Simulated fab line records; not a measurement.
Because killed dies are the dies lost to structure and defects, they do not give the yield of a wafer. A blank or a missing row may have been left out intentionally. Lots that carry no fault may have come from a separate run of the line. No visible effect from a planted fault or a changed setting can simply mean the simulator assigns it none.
2 desks looking at one fault | flow sky130 | numbers are kept per desk, each desk with only its own; the story behind them comes last

## FOR THE TOOL OWNER'S DESK: implanter-03
The tool's own readings at SKY_VT_ADJUST_LVTN_IMPLANT_19, given as means over the sampled wafers that have a number, one for each lot that went through this tool. A lot is out of limits, marked OUT, if its mean lies more than 4 standard deviations from the usual mean; the brackets give that distance.
Columns: A = dose ions cm2 at SKY_VT_ADJUST_LVTN_IMPLANT_19, usual 6.498e+11; B = faraday current uA at SKY_VT_ADJUST_LVTN_IMPLANT_19, usual 3.67
lot  | first seen here | A                           | B
L432 | day 8 07:57     | 6.491e+11                   | 3.69
L439 | day 10 10:57    | 6.497e+11                   | 3.67
L446 | day 12 10:45    | 8.980e+11 (+99 or more) OUT | 5.03 (+19) OUT
L445 | day 12 12:40    | 8.996e+11 (+99 or more) OUT | 5.07 (+19) OUT
L447 | day 12 21:32    | 8.991e+11 (+99 or more) OUT | 5.08 (+20) OUT
This desk finds L445, L446, L447 out of limits, L446 being first, at day 12 10:45 (dose ions cm2 at SKY_VT_ADJUST_LVTN_IMPLANT_19). In limits: L432, L439.

## THE METROLOGY DESK
Means of the sampled wafers that have a number, per lot and without regard to the tool the lot ran on: this is what the gauges read. A lot is out of limits, marked OUT, if its mean lies more than 4 standard deviations from the usual mean; the brackets give that distance.
Columns: A = DNWELL_TW at SKY_DNWELL_TW_MEAS_09, usual 1109; B = VT_ADJUST_HVTP_OVL at SKY_VT_ADJUST_HVTP_OVL_MEAS_08, usual 0.5 nm; C = VT_ADJUST_LVTN_2_TW at SKY_VT_ADJUST_LVTN_TW_MEAS_21, usual 188.3
lot  | first seen here | A    | B    | C
L430 | day 3 11:00     | 1124 | -2.2 | 188.3
L432 | day 3 20:08     | 1122 | 2.6  | 188.4
L437 | day 5 07:11     | 1091 | 0.2  | 188.8
L438 | day 5 10:31     | 1123 | -0.4 | 188.6
L439 | day 5 11:28     | 1117 | -0.6 | 189.1
L441 | day 5 22:52     | 1088 | 1.5  | 188.6
L445 | day 6 19:14     | 1102 | 1.0  | 206.0 (+18) OUT
L446 | day 7 00:15     | 1112 | 2.2  | 205.5 (+18) OUT
L447 | day 7 07:48     | 1110 | 1.2  | 206.4 (+19) OUT
L450 | day 8 19:49     | 1115 | -0.4 | 190.0
L451 | day 8 19:52     | 1099 | -2.4 | 186.8
L452 | day 8 20:13     | 1114 | 0.8  | 187.2
Per this desk, out of limits: L445, L446, L447; the first was L446, day 12 10:59 (VT_ADJUST_LVTN_2_TW at SKY_VT_ADJUST_LVTN_TW_MEAS_21). In limits: L430, L432, L437, L438, L439, L441, L450, L451, L452.

## BROUGHT TOGETHER
At day 12 10:45, on L445, L446, L447, the tool owner's desk was in a position to raise an alarm.
An alarm was possible from the metrology desk at day 12 10:59, on L445, L446, L447.
Of the lots named, all ran SKY_VT_ADJUST_LVTN_IMPLANT_19 on implanter-03.

## WHAT WAS PUT IN BY THE SIMULATOR
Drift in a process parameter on implanter-03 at SKY_VT_ADJUST_LVTN_IMPLANT_19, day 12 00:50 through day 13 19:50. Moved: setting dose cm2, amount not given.
Struck lots among those shown: L445, L446, L447.
Fault start to first reading out of limits, in hours, per desk: tool owner, 10; metrology, 10.
